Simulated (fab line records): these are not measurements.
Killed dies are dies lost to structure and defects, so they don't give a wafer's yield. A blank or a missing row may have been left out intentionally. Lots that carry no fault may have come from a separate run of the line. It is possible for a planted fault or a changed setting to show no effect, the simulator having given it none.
fab line records | flow gf180mcu | part 1 of 2: steps 1 to 24 of 34
[record] lots = 5 | wafers = 15 | last_day = 33
route steps=602 shown V3@449 M4@456 V4@476
lots with no fault: from the same line, run without faults
start_h: the number of hours between the record's first day and the start of the first shown wafer of the lot | wait_h: time in hours since the lot's previous step | " same as the row above | L1.1+2: one row covering several wafers at once | - either no value or no given start | * or withheld: withheld | < > ~ a bound
route shown NAME@n: NAME is a module with steps in the file, n the number in the route of the first one | usual: mean/standard deviation of fault-free wafers | same: alike in all rows | chamber/n: place in a boat | sites: readings site by site | _std_site: the values' standard deviation | _edge_site: inner sites' mean taken away from outer sites' mean | radius_mm: for every site, how far away it sits from the centre of the wafer | mask NAME#n: copy n | behind: the most recent tool/chamber to have shaped the wafer | hold: cause of the lot's hold/its duration in hours/its outcome | device: the transistor (n, p or np) that didn't switch | end of line: at the end of the route, the tests of the same wafers | a step given without rows: its recipe and nothing more | killed: not the wafer's yield, but the dies lost to structure and defects at the first sort | map: shows each die of a wafer: x if killed, . if not, _ if none is there
set.NAME: setting as actually run; set.NAME@STEP: the setting as run at that earlier step | model.NAME: the simulator's own value behind a step, which no gauge read
certain route steps with their lots: each step a table, each wafer a row
services: from which hour (start_h, from the record's first day; less than 0 if before it) a tool's chamber was out of use, for how many hours, and why
[[steps]]
[step GF_V3_CLEAN_20]
[recipe] chemistry = DIW | dry = n2_spin
lot.wafer  | tool         | chamber | start_h | wait_h
L086.2+3+4 | wet_bench-03 | 3       | 616.10  | 0.0
L088.1+3+5 | wet_bench-04 | 3       | 631.80  | 0.0
L089.2+3+5 | wet_bench-01 | 1       | 639.23  | 0.0
L092.2+4+6 | wet_bench-04 | 0       | 662.31  | 0.0
L093.2+4+6 | wet_bench-03 | 0       | 663.10  | 0.0
[step GF_V3_SPUTTER_21]
[recipe] material = Ti | target_thk_nm = 15 | chamber_pressure_pa = 5 | power_w = 2500 | substrate_temp_c = 200 | time_s = 80.02
[usual] throttle_valve_pct = 29.9/1.2
[same] time_s = 80.02
lot.wafer | tool           | chamber | start_h | wait_h | throttle_valve_pct
L086.2    | pvd_sputter-04 | -       | 616.20  | 0.0    | 31.2
L086.3    | "              | -       | "       | "      | 30.1
L086.4    | "              | -       | "       | "      | 30.0
L088.1    | pvd_sputter-04 | -       | 631.89  | 0.0    | 30.5
L088.3    | "              | -       | "       | "      | 30.0
L088.5    | "              | -       | "       | "      | 30.9
L089.2    | pvd_sputter-03 | -       | 639.32  | 0.0    | 30.6
L089.3    | "              | -       | "       | "      | 31.5
L089.5    | "              | -       | "       | "      | 27.4
L092.2    | pvd_sputter-03 | -       | 662.41  | 0.0    | 31.6
L092.4    | "              | -       | "       | "      | 30.4
L092.6    | "              | -       | "       | "      | 31.4
L093.2    | pvd_sputter-02 | -       | 663.19  | 0.0    | 28.9
L093.4    | "              | -       | "       | "      | 29.4
L093.6    | "              | -       | "       | "      | 29.1
[step GF_V3_SPUTTER_22]
[recipe] material = TiN | target_thk_nm = 10 | chamber_pressure_pa = 5 | power_w = 4000 | time_s = 40
[usual] throttle_valve_pct = 29.8/1.2
[same] time_s = 40
lot.wafer | tool           | chamber | start_h | wait_h | throttle_valve_pct
L086.2    | pvd_sputter-04 | -       | 616.27  | 0.0    | 30.9
L086.3    | "              | -       | "       | "      | 30.5
L086.4    | "              | -       | "       | "      | 29.9
L088.1    | pvd_sputter-04 | -       | 631.95  | 0.0    | 30.2
L088.3    | "              | -       | "       | "      | 30.2
L088.5    | "              | -       | "       | "      | 31.1
L089.2    | pvd_sputter-03 | -       | 639.38  | 0.0    | 30.4
L089.3    | "              | -       | "       | "      | 31.5
L089.5    | "              | -       | "       | "      | 27.6
L092.2    | pvd_sputter-03 | -       | 662.47  | 0.0    | 31.6
L092.4    | "              | -       | "       | "      | 30.4
L092.6    | "              | -       | "       | "      | 31.4
L093.2    | pvd_sputter-02 | -       | 663.25  | 0.0    | 28.6
L093.4    | "              | -       | "       | "      | 29.4
L093.6    | "              | -       | "       | "      | 29.0
[step GF_V3_CVD_23]
[recipe] material = W | target_thk_nm = 350 | time_s = 104.9 | temp_c = 400 | pressure_torr = 40
[usual] heater_power_w = 801/55
[same] time_s = 104.9
lot.wafer | tool     | chamber | start_h | wait_h | heater_power_w | since_wet_clean_h
L086.2    | cvd_w-02 | 0       | 616.31  | 0.0    | 797            | 712
L086.3    | "        | 0       | "       | "      | 803            | -
L086.4    | "        | 1       | "       | "      | 791            | -
L088.1    | cvd_w-01 | 1       | 631.99  | 0.0    | 733            | 228
L088.3    | "        | 1       | "       | "      | 753            | -
L088.5    | "        | 0       | "       | "      | 887            | -
L089.2    | cvd_w-01 | 0       | 639.42  | 0.0    | 853            | 235
L089.3    | "        | 1       | "       | "      | 741            | -
L089.5    | "        | 1       | "       | "      | 735            | -
L092.2    | cvd_w-02 | 1       | 662.51  | 0.0    | 818            | 759
L092.4    | "        | 0       | "       | "      | 814            | -
L092.6    | "        | 0       | "       | "      | 811            | -
L093.2    | cvd_w-01 | 0       | 663.29  | 0.0    | 854            | 259
L093.4    | "        | 0       | "       | "      | 877            | -
L093.6    | "        | 0       | "       | "      | 861            | -
[step GF_V3_RS_MEAS_24]
[recipe] thk_meas_gauge = four-point-probe | reads = W_of_V3_CVD_23+TiN_of_V3_SPUTTER_22+Ti_of_V3_SPUTTER_21
[usual] V3_W_RS = 0.327/0.0034
lot.wafer | tool          | chamber | start_h | wait_h | V3_W_RS[ohm/sq]
L086.2    | film_metro-02 | -       | 616.44  | 0.1    | 0.329
L086.3    | "             | -       | "       | "      | 0.331
L086.4    | "             | -       | "       | "      | 0.327
L088.1    | film_metro-01 | -       | 632.10  | 0.1    | 0.325
L088.3    | "             | -       | "       | "      | 0.325
L088.5    | "             | -       | "       | "      | 0.323
L089.2    | film_metro-02 | -       | 639.55  | 0.1    | 0.330
L089.3    | "             | -       | "       | "      | 0.335
L089.5    | "             | -       | "       | "      | 0.328
L092.2    | film_metro-03 | -       | 662.64  | 0.1    | 0.325
L092.4    | "             | -       | "       | "      | 0.331
L092.6    | "             | -       | "       | "      | 0.333
L093.2    | film_metro-01 | -       | 663.42  | 0.1    | 0.329
L093.4    | "             | -       | "       | "      | 0.327
L093.6    | "             | -       | "       | "      | 0.330
[step GF_V3_THK_MEAS_25]
[recipe] thk_meas_gauge = xrf | reads = W_of_V3_CVD_23
[usual] V3_W_THK = 368/6.5
lot.wafer | tool          | chamber | start_h | wait_h | V3_W_THK[nm]
L086.2    | film_metro-02 | -       | 616.55  | 0.1    | 371
L086.3    | "             | -       | "       | "      | 367
L086.4    | "             | -       | "       | "      | 371
L088.1    | film_metro-01 | -       | 632.22  | 0.1    | 371
L088.3    | "             | -       | "       | "      | 366
L088.5    | "             | -       | "       | "      | 371
L089.2    | film_metro-02 | -       | 639.66  | 0.1    | 375
L089.3    | "             | -       | "       | "      | 371
L089.5    | "             | -       | "       | "      | 375
L092.2    | film_metro-03 | -       | 662.75  | 0.1    | 369
L092.4    | "             | -       | "       | "      | 364
L092.6    | "             | -       | "       | "      | 363
L093.2    | film_metro-01 | -       | 663.53  | 0.1    | 362
L093.4    | "             | -       | "       | "      | 364
L093.6    | "             | -       | "       | "      | 356
[step GF_V3_CMP_26]
[recipe] stop_on = SiO2 | down_force_psi = 3.5 | platen_rpm = 60 | t_overpolish_s = 15 | target_thk_nm = 0 | pad_velocity_m_s = 0.94248
[usual] motor_current_A = 11.8/0.98 | overpolish_run_s = 15.001/0.009 | time_to_endpoint_s = 84/3.5
lot.wafer | tool   | chamber | start_h | wait_h | motor_current_A | overpolish_run_s | time_to_endpoint_s
L086.4    | cmp-02 | 2       | 616.65  | 0.1    | 13.0            | 14.991           | 86
L086.2    | "      | 3       | "       | "      | 11.4            | 14.994           | 86
L086.3    | "      | 0       | "       | "      | 11.2            | 14.990           | 86
L088.1    | cmp-02 | 1       | 632.38  | 0.1    | 13.0            | 15.000           | 88
L088.3    | "      | 2       | "       | "      | 12.2            | 15.011           | 88
L088.5    | "      | 0       | "       | "      | 11.2            | 15.006           | 88
L089.3    | cmp-02 | 2       | 639.76  | 0.1    | 12.4            | 15.000           | 88
L089.2    | "      | 0       | "       | "      | 11.4            | 14.986           | 86
L089.5    | "      | 1       | "       | "      | 12.9            | 14.992           | 85
L092.2    | cmp-02 | 0       | 667.90  | 5.1    | 11.0            | 15.001           | 90
L092.4    | "      | 2       | "       | "      | 12.7            | 15.018           | 86
L092.6    | "      | 0       | "       | "      | 11.4            | 14.991           | 88
L093.4    | cmp-02 | 3       | 668.20  | 4.6    | 11.3            | 15.012           | 85
L093.2    | "      | 2       | "       | "      | 12.2            | 15.000           | 87
L093.6    | "      | 3       | "       | "      | 10.9            | 14.998           | 85
[step GF_M4_SPUTTER_00]
[recipe] material = Ti | target_thk_nm = 37.5 | arriving_ion_energy_ev = 80 | substrate_temp_c = 200 | chamber_pressure_pa = 2 | power_w = 4000 | time_s = 150
[usual] throttle_valve_pct = 30.1/0.81
[same] time_s = 150
lot.wafer | tool           | chamber | start_h | wait_h | throttle_valve_pct
L086.2    | pvd_sputter-02 | -       | 616.90  | 0.1    | 29.4
L086.3    | "              | -       | "       | "      | 29.0
L086.4    | "              | -       | "       | "      | 30.5
L088.1    | pvd_sputter-02 | -       | 632.58  | 0.1    | 29.6
L088.3    | "              | -       | "       | "      | 29.2
L088.5    | "              | -       | "       | "      | 29.2
L089.2    | pvd_sputter-01 | -       | 640.01  | 0.1    | 29.8
L089.3    | "              | -       | "       | "      | 29.9
L089.5    | "              | -       | "       | "      | 30.3
L092.2    | pvd_sputter-02 | -       | 668.20  | 0.2    | 30.3
L092.4    | "              | -       | "       | "      | 29.2
L092.6    | "              | -       | "       | "      | 29.0
L093.2    | pvd_sputter-01 | -       | 668.50  | 0.1    | 29.6
L093.4    | "              | -       | "       | "      | 29.2
L093.6    | "              | -       | "       | "      | 31.6
[step GF_M4_SPUTTER_01]
[recipe] material = TiN | target_thk_nm = 30 | power_w = 6500 | time_s = 25 | chamber_pressure_pa = 0.4
[usual] throttle_valve_pct = 30.1/0.84
[same] time_s = 25
lot.wafer | tool           | chamber | start_h | wait_h | throttle_valve_pct
L086.2    | pvd_sputter-02 | -       | 617.00  | 0.1    | 29.3
L086.3    | "              | -       | "       | "      | 28.7
L086.4    | "              | -       | "       | "      | 30.4
L088.1    | pvd_sputter-02 | -       | 632.68  | 0.1    | 29.4
L088.3    | "              | -       | "       | "      | 29.5
L088.5    | "              | -       | "       | "      | 29.4
L089.2    | pvd_sputter-01 | -       | 640.11  | 0.1    | 30.1
L089.3    | "              | -       | "       | "      | 29.6
L089.5    | "              | -       | "       | "      | 29.9
L092.2    | pvd_sputter-02 | -       | 668.30  | 0.1    | 30.5
L092.4    | "              | -       | "       | "      | 29.5
L092.6    | "              | -       | "       | "      | 28.7
L093.2    | pvd_sputter-01 | -       | 668.60  | 0.1    | 29.5
L093.4    | "              | -       | "       | "      | 29.2
L093.6    | "              | -       | "       | "      | 31.9
[step GF_M4_SPUTTER_02]
[recipe] material = AlCu | target_thk_nm = 450 | power_w = 10600 | time_s = 23.9 | chamber_pressure_pa = 0.4
[usual] throttle_valve_pct = 30.1/0.81
[same] time_s = 23.9
lot.wafer | tool           | chamber | start_h | wait_h | throttle_valve_pct
L086.2    | pvd_sputter-02 | -       | 617.03  | 0.0    | 29.3
L086.3    | "              | -       | "       | "      | 28.8
L086.4    | "              | -       | "       | "      | 30.2
L088.1    | pvd_sputter-02 | -       | 632.71  | 0.0    | 29.7
L088.3    | "              | -       | "       | "      | 29.1
L088.5    | "              | -       | "       | "      | 29.2
L089.2    | pvd_sputter-01 | -       | 640.14  | 0.0    | 30.1
L089.3    | "              | -       | "       | "      | 29.7
L089.5    | "              | -       | "       | "      | 29.9
L092.2    | pvd_sputter-02 | -       | 668.33  | 0.0    | 30.6
L092.4    | "              | -       | "       | "      | 29.4
L092.6    | "              | -       | "       | "      | 28.9
L093.2    | pvd_sputter-01 | -       | 668.63  | 0.0    | 29.8
L093.4    | "              | -       | "       | "      | 29.5
L093.6    | "              | -       | "       | "      | 31.7
[step GF_M4_SPUTTER_03]
[recipe] material = Ti | target_thk_nm = 10 | substrate_temp_c = 300 | chamber_pressure_pa = 0.3 | power_w = 3000 | time_s = 6.7
[usual] throttle_valve_pct = 30.1/0.82
[same] time_s = 6.7
lot.wafer | tool           | chamber | start_h | wait_h | throttle_valve_pct
L086.2    | pvd_sputter-02 | -       | 617.06  | 0.0    | 29.2
L086.3    | "              | -       | "       | "      | 28.7
L086.4    | "              | -       | "       | "      | 30.4
L088.1    | pvd_sputter-02 | -       | 632.74  | 0.0    | 29.7
L088.3    | "              | -       | "       | "      | 29.4
L088.5    | "              | -       | "       | "      | 29.1
L089.2    | pvd_sputter-01 | -       | 640.17  | 0.0    | 29.9
L089.3    | "              | -       | "       | "      | 29.7
L089.5    | "              | -       | "       | "      | 30.0
L092.2    | pvd_sputter-02 | -       | 668.36  | 0.0    | 30.6
L092.4    | "              | -       | "       | "      | 29.5
L092.6    | "              | -       | "       | "      | 28.9
L093.2    | pvd_sputter-01 | -       | 668.66  | 0.0    | 29.7
L093.4    | "              | -       | "       | "      | 29.4
L093.6    | "              | -       | "       | "      | 31.8
[step GF_M4_SPUTTER_04]
[recipe] material = TiN | target_thk_nm = 50 | power_w = 6500 | time_s = 41.7 | chamber_pressure_pa = 0.4
[usual] throttle_valve_pct = 30.1/0.84
[same] time_s = 41.7
lot.wafer | tool           | chamber | start_h | wait_h | throttle_valve_pct
L086.2    | pvd_sputter-02 | -       | 617.08  | 0.0    | 29.0
L086.3    | "              | -       | "       | "      | 28.9
L086.4    | "              | -       | "       | "      | 30.4
L088.1    | pvd_sputter-02 | -       | 632.76  | 0.0    | 29.5
L088.3    | "              | -       | "       | "      | 29.1
L088.5    | "              | -       | "       | "      | 29.3
L089.2    | pvd_sputter-01 | -       | 640.19  | 0.0    | 29.8
L089.3    | "              | -       | "       | "      | 29.6
L089.5    | "              | -       | "       | "      | 30.1
L092.2    | pvd_sputter-02 | -       | 668.38  | 0.0    | 30.6
L092.4    | "              | -       | "       | "      | 29.4
L092.6    | "              | -       | "       | "      | 29.0
L093.2    | pvd_sputter-01 | -       | 668.68  | 0.0    | 29.5
L093.4    | "              | -       | "       | "      | 29.3
L093.6    | "              | -       | "       | "      | 31.9
[step GF_M4_RS_MEAS_05]
[recipe] thk_meas_gauge = four-point-probe | reads = TiN_of_M4_SPUTTER_04+Ti_of_M4_SPUTTER_03+AlCu_of_M4_SPUTTER_02+TiN_of_M4_SPUTTER_01+Ti_of_M4_SPUTTER_00
[usual] M4_ALCU_RS = 0.0692/0.00071
lot.wafer | tool          | chamber | start_h | wait_h | M4_ALCU_RS[ohm/sq]
L086.2    | film_metro-03 | -       | 617.14  | 0.0    | 0.0696
L086.3    | "             | -       | "       | "      | 0.0696
L086.4    | "             | -       | "       | "      | 0.0702
L088.1    | film_metro-01 | -       | 632.80  | 0.0    | 0.0694
L088.3    | "             | -       | "       | "      | 0.0690
L088.5    | "             | -       | "       | "      | 0.0691
L089.2    | film_metro-04 | -       | 640.25  | 0.0    | 0.0694
L089.3    | "             | -       | "       | "      | 0.0690
L089.5    | "             | -       | "       | "      | 0.0687
L092.2    | film_metro-04 | -       | 668.44  | 0.0    | 0.0685
L092.4    | "             | -       | "       | "      | 0.0683
L092.6    | "             | -       | "       | "      | 0.0686
L093.2    | film_metro-03 | -       | 668.77  | 0.1    | 0.0689
L093.4    | "             | -       | "       | "      | 0.0684
L093.6    | "             | -       | "       | "      | 0.0691
[step GF_M4_THK_MEAS_06]
[recipe] thk_meas_gauge = xrf | reads = AlCu_of_M4_SPUTTER_02
[usual] M4_ALCU_THK = 448/5.1
lot.wafer | tool          | chamber | start_h | wait_h | M4_ALCU_THK[nm]
L086.2    | film_metro-03 | -       | 617.25  | 0.1    | 445
L086.3    | "             | -       | "       | "      | 445
L086.4    | "             | -       | "       | "      | 443
L088.1    | film_metro-01 | -       | 632.92  | 0.1    | 442
L088.3    | "             | -       | "       | "      | 446
L088.5    | "             | -       | "       | "      | 448
L089.2    | film_metro-04 | -       | 640.36  | 0.1    | 447
L089.3    | "             | -       | "       | "      | 450
L089.5    | "             | -       | "       | "      | 451
L092.2    | film_metro-04 | -       | 668.55  | 0.1    | 452
L092.4    | "             | -       | "       | "      | 453
L092.6    | "             | -       | "       | "      | 452
L093.2    | film_metro-03 | -       | 668.88  | 0.1    | 450
L093.4    | "             | -       | "       | "      | 453
L093.6    | "             | -       | "       | "      | 450
[step GF_M4_DEHYDRATE_07]
[recipe] temp_c = 200 | time_s = 60
[usual] exhaust_pa = 44.9/0.83 | resist_line_temp_C = 22.98/0.11
[same] time_s = 60
lot.wafer | tool           | chamber | start_h | wait_h | exhaust_pa | resist_line_temp_C
L086.2    | litho_track-02 | 0       | 626.91  | 9.6    | 45.6       | 22.97
L086.3    | "              | 0       | "       | "      | 43.2       | 22.96
L086.4    | "              | 0       | "       | "      | 45.1       | 23.01
L088.1    | litho_track-03 | 0       | 642.46  | 9.5    | 43.8       | 23.09
L088.3    | "              | 0       | "       | "      | 45.4       | 23.03
L088.5    | "              | 0       | "       | "      | 44.3       | 22.99
L089.2    | litho_track-03 | 0       | 649.19  | 8.8    | 45.8       | 22.93
L089.3    | "              | 0       | "       | "      | 46.0       | 22.87
L089.5    | "              | 0       | "       | "      | 43.4       | 22.92
L092.2    | litho_track-03 | 0       | 675.49  | 6.9    | 44.7       | 23.07
L092.4    | "              | 0       | "       | "      | 44.1       | 23.13
L092.6    | "              | 0       | "       | "      | 43.9       | 23.07
L093.2    | litho_track-03 | 0       | 676.09  | 7.2    | 46.1       | 22.92
L093.4    | "              | 0       | "       | "      | 44.7       | 22.96
L093.6    | "              | 0       | "       | "      | 45.4       | 22.89
[step GF_M4_HMDS_08]
[recipe] prime_time_s = 60 | prime_temp_c = 120
[usual] exhaust_pa = 44.9/0.89 | resist_line_temp_C = 23.01/0.1
lot.wafer | tool           | chamber | start_h | wait_h | exhaust_pa | resist_line_temp_C
L086.2    | litho_track-02 | 0       | 627.06  | 0.1    | 45.3       | 23.09
L086.3    | "              | 0       | "       | "      | 44.6       | 23.07
L086.4    | "              | 0       | "       | "      | 45.4       | 23.06
L088.1    | litho_track-03 | 0       | 642.61  | 0.1    | 44.3       | 22.99
L088.3    | "              | 0       | "       | "      | 45.0       | 22.88
L088.5    | "              | 0       | "       | "      | 44.9       | 22.91
L089.2    | litho_track-03 | 0       | 649.34  | 0.1    | 45.0       | 22.88
L089.3    | "              | 0       | "       | "      | 45.5       | 22.97
L089.5    | "              | 0       | "       | "      | 45.9       | 22.90
L092.2    | litho_track-03 | 0       | 675.64  | 0.1    | 45.0       | 22.99
L092.4    | "              | 0       | "       | "      | 45.0       | 23.00
L092.6    | "              | 0       | "       | "      | 45.0       | 23.08
L093.2    | litho_track-03 | 0       | 676.24  | 0.1    | 45.7       | 23.08
L093.4    | "              | 0       | "       | "      | 45.3       | 23.10
L093.6    | "              | 0       | "       | "      | 45.5       | 23.35
[step GF_M4_COAT_09]
[recipe] resist = KrF | spin_rpm = withheld | resist_thk_nm = 1000
[usual] dispense_pressure_kPa = 47.4/0.97 | exhaust_pa = 45.0/0.96 | resist_line_temp_C = 23.00/0.1
lot.wafer | tool           | chamber | start_h | wait_h | dispense_pressure_kPa | exhaust_pa | resist_line_temp_C
L086.2    | litho_track-02 | 0       | 627.21  | 0.1    | 46.5                  | 44.1       | 23.10
L086.3    | "              | 0       | "       | "      | 46.6                  | 43.9       | 23.03
L086.4    | "              | 0       | "       | "      | 46.5                  | 44.8       | 22.93
L088.1    | litho_track-03 | 0       | 642.76  | 0.1    | 48.6                  | 44.5       | 22.82
L088.3    | "              | 0       | "       | "      | 48.6                  | 45.0       | 23.01
L088.5    | "              | 0       | "       | "      | 48.6                  | 45.3       | 22.84
L089.2    | litho_track-03 | 0       | 649.49  | 0.1    | 48.6                  | 45.4       | 22.88
L089.3    | "              | 0       | "       | "      | 48.6                  | 43.0       | 22.98
L089.5    | "              | 0       | "       | "      | 48.6                  | 45.3       | 22.99
L092.2    | litho_track-03 | 0       | 675.79  | 0.1    | 48.6                  | 44.8       | 22.92
L092.4    | "              | 0       | "       | "      | 48.6                  | 44.9       | 22.99
L092.6    | "              | 0       | "       | "      | 48.6                  | 44.6       | 22.91
L093.2    | litho_track-03 | 0       | 676.39  | 0.1    | 48.6                  | 45.5       | 23.07
L093.4    | "              | 0       | "       | "      | 48.6                  | 44.1       | 23.01
L093.6    | "              | 0       | "       | "      | 48.6                  | 46.1       | 23.00
[step GF_M4_SOFTBAKE_10]
[recipe] temp_c = 130 | time_s = 60 | resist = KrF
[usual] exhaust_pa = 44.9/0.82 | resist_line_temp_C = 22.99/0.095
[same] time_s = 60
lot.wafer | tool           | chamber | start_h | wait_h | exhaust_pa | resist_line_temp_C
L086.2    | litho_track-02 | 0       | 627.36  | 0.1    | 45.5       | 22.91
L086.3    | "              | 0       | "       | "      | 44.8       | 22.97
L086.4    | "              | 0       | "       | "      | 43.5       | 23.09
L088.1    | litho_track-03 | 0       | 642.91  | 0.1    | 44.4       | 23.03
L088.3    | "              | 0       | "       | "      | 44.8       | 23.02
L088.5    | "              | 0       | "       | "      | 45.9       | 22.96
L089.2    | litho_track-03 | 0       | 649.64  | 0.1    | 43.5       | 23.02
L089.3    | "              | 0       | "       | "      | 45.1       | 22.96
L089.5    | "              | 0       | "       | "      | 43.4       | 23.10
L092.2    | litho_track-03 | 0       | 675.94  | 0.1    | 44.8       | 23.06
L092.4    | "              | 0       | "       | "      | 44.5       | 23.17
L092.6    | "              | 0       | "       | "      | 45.3       | 23.09
L093.2    | litho_track-03 | 0       | 676.54  | 0.1    | 44.8       | 23.02
L093.4    | "              | 0       | "       | "      | 45.4       | 23.15
L093.6    | "              | 0       | "       | "      | 44.7       | 23.09
[step GF_M4_EXPOSE_11]
[recipe] mask_id = Metal4 | target_cd_nm = 280 | na = 0.68 | source_shape = conventional | sigma_outer = 0.6 | dose_mj = 28
lot.wafer  | tool           | chamber | start_h | wait_h | mask
L086.2+3+4 | krf_scanner-01 | 0       | -       | -      | Metal4#0
L088.1+3+5 | krf_scanner-01 | 0       | -       | -      | Metal4#0
L089.2+3+5 | krf_scanner-02 | 0       | -       | -      | Metal4#0
L092.2+4+6 | krf_scanner-02 | 0       | -       | -      | Metal4#0
L093.2+4+6 | krf_scanner-02 | 0       | -       | -      | Metal4#0
[step GF_M4_PEB_12]
[recipe] peb_temp_c = 135 | peb_time_s = 90 | resist = KrF
[usual] exhaust_pa = 44.9/0.9 | resist_line_temp_C = 23.01/0.1
lot.wafer | tool           | chamber | start_h | wait_h | exhaust_pa | resist_line_temp_C
L086.2    | litho_track-02 | 0       | -       | -      | 45.0       | 23.13
L086.3    | "              | 0       | "       | "      | 44.6       | 23.07
L086.4    | "              | 0       | "       | "      | 44.2       | 23.01
L088.1    | litho_track-03 | 0       | -       | -      | 43.6       | 23.09
L088.3    | "              | 0       | "       | "      | 42.9       | 22.84
L088.5    | "              | 0       | "       | "      | 42.9       | 22.90
L089.2    | litho_track-03 | 0       | -       | -      | 44.0       | 23.02
L089.3    | "              | 0       | "       | "      | 45.4       | 22.97
L089.5    | "              | 0       | "       | "      | 44.6       | 22.96
L092.2    | litho_track-02 | 0       | -       | -      | 44.9       | 23.08
L092.4    | "              | 0       | "       | "      | 44.2       | 22.99
L092.6    | "              | 0       | "       | "      | 47.1       | 22.95
L093.2    | litho_track-01 | 0       | -       | -      | 45.2       | 23.02
L093.4    | "              | 0       | "       | "      | 44.3       | 22.97
L093.6    | "              | 0       | "       | "      | 43.8       | 22.96
[step GF_M4_DEVELOP_13]
[recipe] develop_time_s = 60 | dev_temp_c = 21
[usual] exhaust_pa = 44.8/0.94 | resist_line_temp_C = 22.99/0.099
lot.wafer | tool           | chamber | start_h | wait_h | exhaust_pa | resist_line_temp_C
L086.2    | litho_track-02 | 0       | 637.06  | 0.2    | 44.3       | 23.06
L086.3    | "              | 0       | "       | "      | 44.2       | 22.86
L086.4    | "              | 0       | "       | "      | 44.7       | 23.13
L088.1    | litho_track-03 | 0       | 652.36  | 0.2    | 43.4       | 23.07
L088.3    | "              | 0       | "       | "      | 45.0       | 23.04
L088.5    | "              | 0       | "       | "      | 44.3       | 22.89
L089.2    | litho_track-03 | 0       | 659.39  | 0.2    | 46.4       | 23.00
L089.3    | "              | 0       | "       | "      | 46.4       | 23.03
L089.5    | "              | 0       | "       | "      | 44.7       | 23.09
L092.2    | litho_track-02 | 0       | 686.26  | 0.2    | 44.6       | 22.99
L092.4    | "              | 0       | "       | "      | 45.2       | 23.07
L092.6    | "              | 0       | "       | "      | 44.0       | 23.10
L093.2    | litho_track-01 | 0       | 686.95  | 0.2    | 43.0       | 22.83
L093.4    | "              | 0       | "       | "      | 44.7       | 22.97
L093.6    | "              | 0       | "       | "      | 44.3       | 22.83
[step GF_M4_CD_MEAS_14]
[recipe] target_cd_nm = 280
[usual] cd_nm = 279.8/0.91
lot.wafer | tool      | chamber | start_h | wait_h | cd_nm
L086.2    | cd_sem-02 | -       | 637.20  | 0.1    | 280.4
L086.3    | "         | -       | "       | "      | 281.8
L086.4    | "         | -       | "       | "      | 280.7
L088.1    | cd_sem-01 | -       | 652.51  | 0.1    | 279.2
L088.3    | "         | -       | "       | "      | 279.5
L088.5    | "         | -       | "       | "      | 279.7
L089.2    | cd_sem-01 | -       | 659.53  | 0.1    | 279.9
L089.3    | "         | -       | "       | "      | 279.4
L089.5    | "         | -       | "       | "      | 279.6
L092.2    | cd_sem-01 | -       | 686.40  | 0.1    | 279.4
L092.4    | "         | -       | "       | "      | 278.4
L092.6    | "         | -       | "       | "      | 278.5
L093.2    | cd_sem-02 | -       | 687.09  | 0.1    | 280.2
L093.4    | "         | -       | "       | "      | 280.3
L093.6    | "         | -       | "       | "      | 279.5
[step GF_M4_OVL_MEAS_15]
[usual] M4_OVL = 1/4.8
lot.wafer | tool       | chamber | start_h | wait_h | M4_OVL[nm]
L086.2    | overlay-02 | -       | 637.31  | 0.1    | -6
L086.3    | "          | -       | "       | "      | -2
L086.4    | "          | -       | "       | "      | -6
L088.1    | overlay-02 | -       | 652.63  | 0.1    | -4
L088.3    | "          | -       | "       | "      | -7
L088.5    | "          | -       | "       | "      | -5
L089.2    | overlay-02 | -       | 659.64  | 0.1    | 0
L089.3    | "          | -       | "       | "      | 4
L089.5    | "          | -       | "       | "      | 3
L092.2    | overlay-01 | -       | 686.51  | 0.1    | -2
L092.4    | "          | -       | "       | "      | -3
L092.6    | "          | -       | "       | "      | 5
L093.2    | overlay-01 | -       | 687.20  | 0.1    | 3
L093.4    | "          | -       | "       | "      | 6
L093.6    | "          | -       | "       | "      | 1
[step GF_M4_METAL_ETCH_16]
[recipe] chemistry = Cl2/BCl3 | mask_material = KrF | target_depth_nm = 750.8 | stop_on = SiO2 | pressure_mtorr = 8 | icp_w = 800 | bias_w = 140 | Cl2_flow_sccm = 80 | bcl3_flow_sccm = 40 | time_s = 125.1
[usual] drypump_motor_current_A = 5.3/0.38 | mfc_cl2_sccm = 79.98/0.23 | oes_product_au = 0.990/0.0058 | throttle_valve_pct = 28.228/0.01
[same] time_s = 125.1
lot.wafer | tool         | chamber | start_h | wait_h | drypump_motor_current_A | mfc_cl2_sccm | oes_product_au | rf_hours_counter_h | throttle_valve_pct
L086.2    | rie_metal-03 | 0       | 637.34  | 0.0    | 5.4                     | 80.50        | 0.991          | 3                  | 28.239
L086.3    | "            | 1       | "       | "      | 4.9                     | 80.06        | 0.995          | -                  | 28.247
L086.4    | "            | 0       | "       | "      | 5.4                     | 80.33        | 0.984          | -                  | 28.228
L088.1    | rie_metal-01 | 0       | 652.67  | 0.0    | 5.5                     | 80.17        | 0.983          | 8                  | 28.230
L088.3    | "            | 1       | "       | "      | 5.8                     | 80.06        | 0.990          | -                  | 28.220
L088.5    | "            | 0       | "       | "      | 5.5                     | 79.87        | 0.983          | -                  | 28.231
L089.2    | rie_metal-01 | 1       | 659.67  | 0.0    | 5.8                     | 79.70        | 0.985          | 2                  | 28.235
L089.3    | "            | 0       | "       | "      | 5.4                     | 79.91        | 0.984          | -                  | 28.245
L089.5    | "            | 0       | "       | "      | 5.4                     | 80.06        | 0.973          | -                  | 28.249
L092.2    | rie_metal-03 | 0       | 686.54  | 0.0    | 5.4                     | 80.11        | 0.986          | 5                  | 28.233
L092.4    | "            | 0       | "       | "      | 5.4                     | 79.93        | 0.981          | -                  | 28.229
L092.6    | "            | 1       | "       | "      | 4.8                     | 80.02        | 1.003          | -                  | 28.227
L093.2    | rie_metal-02 | 0       | 687.23  | 0.0    | 5.8                     | 79.85        | 0.986          | 0                  | 28.235
L093.4    | "            | 1       | "       | "      | 5.1                     | 80.06        | 0.994          | -                  | 28.218
L093.6    | "            | 1       | "       | "      | 5.1                     | 80.05        | 1.003          | -                  | 28.229
